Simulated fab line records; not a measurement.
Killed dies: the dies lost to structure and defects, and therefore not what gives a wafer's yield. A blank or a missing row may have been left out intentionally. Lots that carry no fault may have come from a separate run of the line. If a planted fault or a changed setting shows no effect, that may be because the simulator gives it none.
Which tool is to blame?	flow sky130	24 lots, 72 wafers sampled, at 6 steps of a route of 708

## WHAT THE GAUGES SHOWED, per wafer
SKY_VIA2_OVL_MEAS_13. Usual: VIA2_OVL typically reads 1 nm, with standard deviation 5.7.
lot	measured	on	VIA2_OVL (nm)	flag
L074	day 36 21:41	overlay-02	0 2 0	
L075	day 37 00:29	overlay-01	2 1 0	
L076	day 37 12:01	overlay-02	-4 4 -6	
L077	day 37 23:01	overlay-01	-2 8 1	
L078	day 38 09:07	overlay-01	2 -7 -3	
L079	day 38 09:02	overlay-02	5 3 -1	
L080	day 38 16:34	overlay-01	13 9 5	
L081	day 38 18:15	overlay-01	-3 -3 -9	
L082	day 38 21:58	overlay-02	6 -4 2	
L083	day 39 13:58	overlay-01	-5 -6 -9	
L084	day 39 10:42	overlay-01	5 2 2	
L085	day 39 22:14	overlay-02	-11 -2 -1	
L086	day 40 00:23	overlay-02	2 -8 6	
L087	day 40 00:44	overlay-01	-3 6 -6	
L088	day 40 10:32	overlay-02	1 15 9	
L089	day 40 14:55	overlay-01	-8 4 -2	
L090	day 40 22:10	overlay-02	5 4 4	
L091	day 41 01:35	overlay-02	-1 -4 1	
L092	day 41 13:23	overlay-02	-2 4 2	
L093	day 41 19:22	overlay-01	5 5 0	
L094	day 41 23:31	overlay-02	7 8 14	
L095	day 42 12:49	overlay-01	1 3 3	
L096	day 42 14:05	overlay-02	-10 -9 -7	
L097	day 42 20:38	overlay-02	-2 11 -2	

## TOOL THAT RAN EACH LOT (tool first, then ch and the chambers of the sampled wafers, then the start)
lot	SKY_FIELD_ISO_ETCH_14	SKY_LDD_HVN_STRIP_09	SKY_LI_CONTACT_SPUTTER_20	SKY_METAL1_SPUTTER_02	SKY_METAL1_STRIP_20
L074	rieDiel-04 ch 0,1,3, day 2 07:02	plasmaAsher-01 ch 0,1, day 21 02:37	pvdSputter-04, day 29 21:01	pvdSputter-02, day 32 07:18	plasmaAsher-02 ch 0,1, day 33 10:49
L075	rieDiel-02 ch 0,1,3, day 2 09:13	plasmaAsher-02 ch 1, day 21 02:52	pvdSputter-02, day 30 00:01	pvdSputter-03, day 32 10:19	plasmaAsher-04 ch 0,1, day 33 14:37
L076	rieDiel-03 ch 0,2,3, day 2 15:24	plasmaAsher-02 ch 0,1, day 21 14:29	pvdSputter-02, day 30 10:50	pvdSputter-01, day 32 22:32	plasmaAsher-02 ch 0,1, day 34 02:05
L077	rieDiel-02 ch 0,2, day 2 22:55	plasmaAsher-02 ch 0,1, day 22 04:00	pvdSputter-01, day 30 23:07	pvdSputter-01, day 33 10:22	plasmaAsher-04 ch 0,1, day 34 12:55
L078	rieDiel-03 ch 0,3, day 3 02:09	plasmaAsher-03 ch 1, day 22 21:28	pvdSputter-01, day 31 13:08	pvdSputter-03, day 33 22:32	plasmaAsher-03 ch 0,1, day 35 00:58
L079	rieDiel-02 ch 0,1,2, day 3 09:09	plasmaAsher-01 ch 0,1, day 22 20:39	pvdSputter-01, day 31 11:23	pvdSputter-03, day 33 21:01	plasmaAsher-02 ch 0,1, day 34 23:40
L080	rieDiel-04 ch 2,3, day 3 12:42	plasmaAsher-01 ch 1, day 23 04:51	pvdSputter-02, day 31 20:44	pvdSputter-01, day 34 06:29	plasmaAsher-04 ch 0,1, day 35 09:15
L081	rieDiel-03 ch 1,3, day 3 19:26	plasmaAsher-01 ch 0,1, day 23 07:39	pvdSputter-01, day 31 21:41	pvdSputter-03, day 34 07:50	plasmaAsher-04 ch 0,1, day 35 10:25
L082	rieDiel-04 ch 0,2,3, day 4 01:13	plasmaAsher-03 ch 0,1, day 23 11:46	pvdSputter-04, day 32 03:26	pvdSputter-03, day 34 11:32	plasmaAsher-04 ch 0,1, day 35 14:13
L083	rieDiel-02 ch 0,3, day 4 05:47	plasmaAsher-01 ch 0,1, day 24 05:55	pvdSputter-04, day 32 20:20	pvdSputter-02, day 35 04:22	plasmaAsher-02 ch 0,1, day 36 06:37
L084	rieDiel-02 ch 1,2, day 4 08:22	plasmaAsher-03 ch 0,1, day 24 05:03	pvdSputter-02, day 32 17:53	pvdSputter-01, day 35 02:05	plasmaAsher-02 ch 0,1, day 36 04:44
L085	rieDiel-03 ch 0,1, day 4 13:41	plasmaAsher-03 ch 0,1, day 24 17:43	pvdSputter-04, day 33 04:14	pvdSputter-01, day 35 12:52	plasmaAsher-02 ch 0,1, day 36 15:22
L086	rieDiel-03 ch 0,3, day 4 18:30	plasmaAsher-03 ch 0,1, day 24 19:19	pvdSputter-04, day 33 07:52	pvdSputter-02, day 35 15:55	plasmaAsher-02 ch 0,1, day 36 17:07
L087	rieDiel-03 ch 0,1,3, day 5 01:14	plasmaAsher-03 ch 0,1, day 24 22:04	pvdSputter-02, day 33 08:24	pvdSputter-01, day 35 16:05	plasmaAsher-04 ch 0,1, day 36 17:30
L088	rieDiel-04 ch 0,1,3, day 5 07:29	plasmaAsher-01 ch 0,1, day 25 08:37	pvdSputter-04, day 33 17:24	pvdSputter-01, day 36 01:24	plasmaAsher-04 ch 0,1, day 37 02:37
L089	rieDiel-04 ch 2,3, day 5 11:51	plasmaAsher-03 ch 0,1, day 25 14:30	pvdSputter-02, day 33 22:37	pvdSputter-01, day 36 06:47	plasmaAsher-02 ch 0,1, day 37 09:20
L090	rieDiel-02 ch 0,1,3, day 5 16:26	plasmaAsher-02 ch 0,1, day 25 23:40	pvdSputter-04, day 34 07:59	pvdSputter-03, day 36 15:08	plasmaAsher-04 ch 0,1, day 37 16:06
L091	rieDiel-02 ch 1,2,3, day 5 20:24	plasmaAsher-01 ch 0, day 26 04:03	pvdSputter-01, day 34 10:08	pvdSputter-02, day 36 17:47	plasmaAsher-02 ch 0,1, day 37 19:43
L092	rieDiel-03 ch 0,2,3, day 6 02:22	plasmaAsher-01 ch 0,1, day 26 15:22	pvdSputter-02, day 34 22:19	pvdSputter-01, day 37 06:02	plasmaAsher-04 ch 0,1, day 38 07:24
L093	rieDiel-04 ch 2,3, day 6 07:24	plasmaAsher-03 ch 0,1, day 26 21:07	pvdSputter-04, day 35 04:08	pvdSputter-01, day 37 12:08	plasmaAsher-04 ch 0,1, day 38 13:34
L094	rieDiel-02 ch 0,1,3, day 6 14:46	plasmaAsher-03 ch 0,1, day 27 04:39	pvdSputter-04, day 35 10:05	pvdSputter-03, day 37 16:46	plasmaAsher-02 ch 0,1, day 38 18:17
L095	rieDiel-02 ch 0,1,3, day 6 18:09	plasmaAsher-01 ch 0,1, day 27 19:40	pvdSputter-01, day 36 00:05	pvdSputter-02, day 38 06:14	plasmaAsher-02 ch 0,1, day 39 07:25
L096	rieDiel-04 ch 0,1,3, day 7 00:03	plasmaAsher-02 ch 0,1, day 27 21:31	pvdSputter-01, day 36 00:39	pvdSputter-01, day 38 07:09	plasmaAsher-02 ch 0,1, day 39 08:59
L097	rieDiel-03 ch 0,2,3, day 7 04:01	plasmaAsher-02 ch 0,1, day 28 05:25	pvdSputter-04, day 36 08:22	pvdSputter-03, day 38 14:38	plasmaAsher-03 ch 0,1, day 39 16:15
- SKY_FIELD_ISO_ETCH_14: etches BARC in N2/H2, stops on SiO2, time 45.9 s, target depth 60 nm.
- SKY_LDD_HVN_STRIP_09: strips in O2/N2.
- SKY_LI_CONTACT_SPUTTER_20: material TiN, target thk 20 nm, time 80 s.
- SKY_METAL1_SPUTTER_02: material AlCu, target thk 250 nm, time 13.3 s.
- SKY_METAL1_STRIP_20: strips in O2/N2.

## WHAT THE TOOLS THEMSELVES READ (means of the sampled wafers that have a number; where no wafer has one, the mark that the record gives instead)
SKY_FIELD_ISO_ETCH_14. Usual: drypumpMotorCurrentA 5.9 A, standard deviation 0.41; n2FlowSccm 100.0 sccm, standard deviation 0.33; oesProductAu 0.855 a.u., standard deviation 0.0047; throttleValvePct 13.226 %, standard deviation 0.0091.
lot	tool	drypumpMotorCurrentA (A)	n2FlowSccm (sccm)	oesProductAu (a.u.)	throttleValvePct (%)	flag
L074	rieDiel-04	5.5	100.4	0.853	13.230	
L075	rieDiel-02	5.9	100.1	0.855	13.225	
L076	rieDiel-03	6.1	100.2	0.855	13.225	
L077	rieDiel-02	6.1	100.1	0.853	13.225	
L078	rieDiel-03	6.5	99.5	0.851	13.218	
L079	rieDiel-02	5.8	100.2	0.852	13.224	
L080	rieDiel-04	5.5	100.0	0.858	13.217	
L081	rieDiel-03	6.2	99.5	0.853	13.231	
L082	rieDiel-04	5.5	100.0	0.850	13.230	
L083	rieDiel-02	6.2	99.7	0.855	13.226	
L084	rieDiel-02	5.5	100.0	0.857	13.228	
L085	rieDiel-03	6.5	100.1	0.855	13.223	
L086	rieDiel-03	6.3	100.1	0.854	13.231	
L087	rieDiel-03	6.4	100.0	0.851	13.222	
L088	rieDiel-04	5.5	100.0	0.854	13.229	
L089	rieDiel-04	5.5	99.9	0.855	13.230	
L090	rieDiel-02	5.9	100.1	0.856	13.216	
L091	rieDiel-02	5.8	100.1	0.861	13.224	
L092	rieDiel-03	6.1	100.0	0.858	13.224	
L093	rieDiel-04	5.5	99.9	0.855	13.224	
L094	rieDiel-02	5.9	99.7	0.858	13.225	
L095	rieDiel-02	5.9	99.9	0.856	13.231	
L096	rieDiel-04	5.5	100.2	0.856	13.219	
L097	rieDiel-03	6.1	99.8	0.857	13.224	

SKY_LDD_HVN_STRIP_09. Usual: drypumpMotorCurrentA 5.61 A, standard deviation 0.29; n2FlowSccm 300.0 sccm, standard deviation 0.88; oesProductAu 0.408 a.u., standard deviation 0.0049; stripTimeToEndpointS 4.141 s, standard deviation 0.014.
lot	tool	drypumpMotorCurrentA (A)	n2FlowSccm (sccm)	oesProductAu (a.u.)	stripTimeToEndpointS (s)	flag
L074	plasmaAsher-01	5.65	300.2	0.406	4.145	
L075	plasmaAsher-02	6.03	298.8	0.406	4.141	
L076	plasmaAsher-02	5.81	300.2	0.407	4.131	
L077	plasmaAsher-02	5.83	300.4	0.407	4.135	
L078	plasmaAsher-03	5.86	299.7	0.406	4.150	
L079	plasmaAsher-01	5.66	300.7	0.407	4.147	
L080	plasmaAsher-01	5.77	299.9	0.411	4.129	
L081	plasmaAsher-01	5.63	300.5	0.411	4.134	
L082	plasmaAsher-03	5.38	299.8	0.411	4.132	
L083	plasmaAsher-01	5.59	298.8	0.407	4.138	
L084	plasmaAsher-03	5.61	299.6	0.407	4.132	
L085	plasmaAsher-03	5.62	300.2	0.406	4.136	
L086	plasmaAsher-03	5.38	299.6	0.408	4.139	
L087	plasmaAsher-03	5.38	300.1	0.411	4.145	
L088	plasmaAsher-01	5.64	299.8	0.410	4.132	
L089	plasmaAsher-03	5.37	300.0	0.404	4.143	
L090	plasmaAsher-02	5.83	300.7	0.407	4.147	
L091	plasmaAsher-01	5.56	300.2	0.414	4.165	
L092	plasmaAsher-01	5.68	300.2	0.407	4.143	
L093	plasmaAsher-03	5.38	301.1	0.404	4.160	
L094	plasmaAsher-03	5.38	299.3	0.413	4.145	
L095	plasmaAsher-01	5.61	299.7	0.408	4.135	
L096	plasmaAsher-02	5.83	299.3	0.405	4.163	
L097	plasmaAsher-02	5.82	299.8	0.408	4.128	

SKY_LI_CONTACT_SPUTTER_20. Usual: throttleValvePct 30.1 %, standard deviation 1.3.
lot	tool	throttleValvePct (%)	flag
L074	pvdSputter-04	30.2	
L075	pvdSputter-02	30.9	
L076	pvdSputter-02	30.7	
L077	pvdSputter-01	29.6	
L078	pvdSputter-01	29.6	
L079	pvdSputter-01	29.8	
L080	pvdSputter-02	30.9	
L081	pvdSputter-01	30.0	
L082	pvdSputter-04	28.9	
L083	pvdSputter-04	29.4	
L084	pvdSputter-02	31.9	
L085	pvdSputter-04	29.5	
L086	pvdSputter-04	29.4	
L087	pvdSputter-02	31.0	
L088	pvdSputter-04	29.9	
L089	pvdSputter-02	30.8	
L090	pvdSputter-04	30.0	
L091	pvdSputter-01	29.6	
L092	pvdSputter-02	31.1	
L093	pvdSputter-04	29.1	
L094	pvdSputter-04	29.4	
L095	pvdSputter-01	29.6	
L096	pvdSputter-01	29.9	
L097	pvdSputter-04	29.9	

SKY_METAL1_SPUTTER_02. Usual: throttleValvePct 29.9 %, standard deviation 1.1.
lot	tool	throttleValvePct (%)	flag
L074	pvdSputter-02	30.7	
L075	pvdSputter-03	30.0	
L076	pvdSputter-01	29.7	
L077	pvdSputter-01	29.8	
L078	pvdSputter-03	29.2	
L079	pvdSputter-03	28.8	
L080	pvdSputter-01	29.6	
L081	pvdSputter-03	29.1	
L082	pvdSputter-03	28.8	
L083	pvdSputter-02	30.2	
L084	pvdSputter-01	29.8	
L085	pvdSputter-01	30.2	
L086	pvdSputter-02	31.0	
L087	pvdSputter-01	29.8	
L088	pvdSputter-01	29.8	
L089	pvdSputter-01	29.8	
L090	pvdSputter-03	29.2	
L091	pvdSputter-02	31.7	
L092	pvdSputter-01	29.5	
L093	pvdSputter-01	29.4	
L094	pvdSputter-03	29.9	
L095	pvdSputter-02	30.5	
L096	pvdSputter-01	29.9	
L097	pvdSputter-03	29.2	

SKY_METAL1_STRIP_20. Usual: drypumpMotorCurrentA 5.68 A, standard deviation 0.3; n2FlowSccm 300.0 sccm, standard deviation 0.9; oesProductAu 0.342 a.u., standard deviation 0.0054; stripTimeToEndpointS 2.68 s, standard deviation 0.068.
lot	tool	drypumpMotorCurrentA (A)	n2FlowSccm (sccm)	oesProductAu (a.u.)	stripTimeToEndpointS (s)	flag
L074	plasmaAsher-02	5.82	299.8	0.343	2.69	
L075	plasmaAsher-04	5.75	300.7	0.342	2.74	
L076	plasmaAsher-02	5.62	300.8	0.344	2.73	
L077	plasmaAsher-04	5.76	300.6	0.345	2.72	
L078	plasmaAsher-03	5.61	299.0	0.338	2.64	
L079	plasmaAsher-02	5.82	300.2	0.339	2.73	
L080	plasmaAsher-04	5.56	301.0	0.344	2.69	
L081	plasmaAsher-04	5.75	299.4	0.338	2.59	
L082	plasmaAsher-04	5.57	299.1	0.345	2.69	
L083	plasmaAsher-02	5.83	299.8	0.337	2.58	
L084	plasmaAsher-02	5.83	299.5	0.345	2.77	
L085	plasmaAsher-02	5.82	298.7	0.340	2.71	
L086	plasmaAsher-02	5.62	302.3	0.342	2.62	
L087	plasmaAsher-04	5.75	300.2	0.339	2.56	
L088	plasmaAsher-04	5.57	300.0	0.343	2.72	
L089	plasmaAsher-02	5.62	300.3	0.345	2.65	
L090	plasmaAsher-04	5.74	300.4	0.339	2.65	
L091	plasmaAsher-02	5.62	299.8	0.346	2.74	
L092	plasmaAsher-04	5.76	300.7	0.342	2.71	
L093	plasmaAsher-04	5.74	299.8	0.342	2.74	
L094	plasmaAsher-02	5.82	298.8	0.342	2.68	
L095	plasmaAsher-02	5.62	299.4	0.335	2.65	
L096	plasmaAsher-02	5.83	299.9	0.341	2.78	
L097	plasmaAsher-03	5.62	300.3	0.343	2.67	

## THE ANSWER, worked out from the rows above alone
Rule: lot off if the mean of its wafers having a number is beyond 3 standard deviations from the usual mean. Also off: a lot with no number at a reading for which 4 or more lots have one. All remaining lots with rows at the step are treated as sound. Order of review: gauges by route order, followed by the tools' own readings, for which a lot's mean as printed above is used. At the first step where some lot is off, the reading lying furthest off is the one used; lots without a number count as furthest.
Nothing can be told from this: no lot is off at any reading shown.

## WHAT THE SIMULATOR PUT IN
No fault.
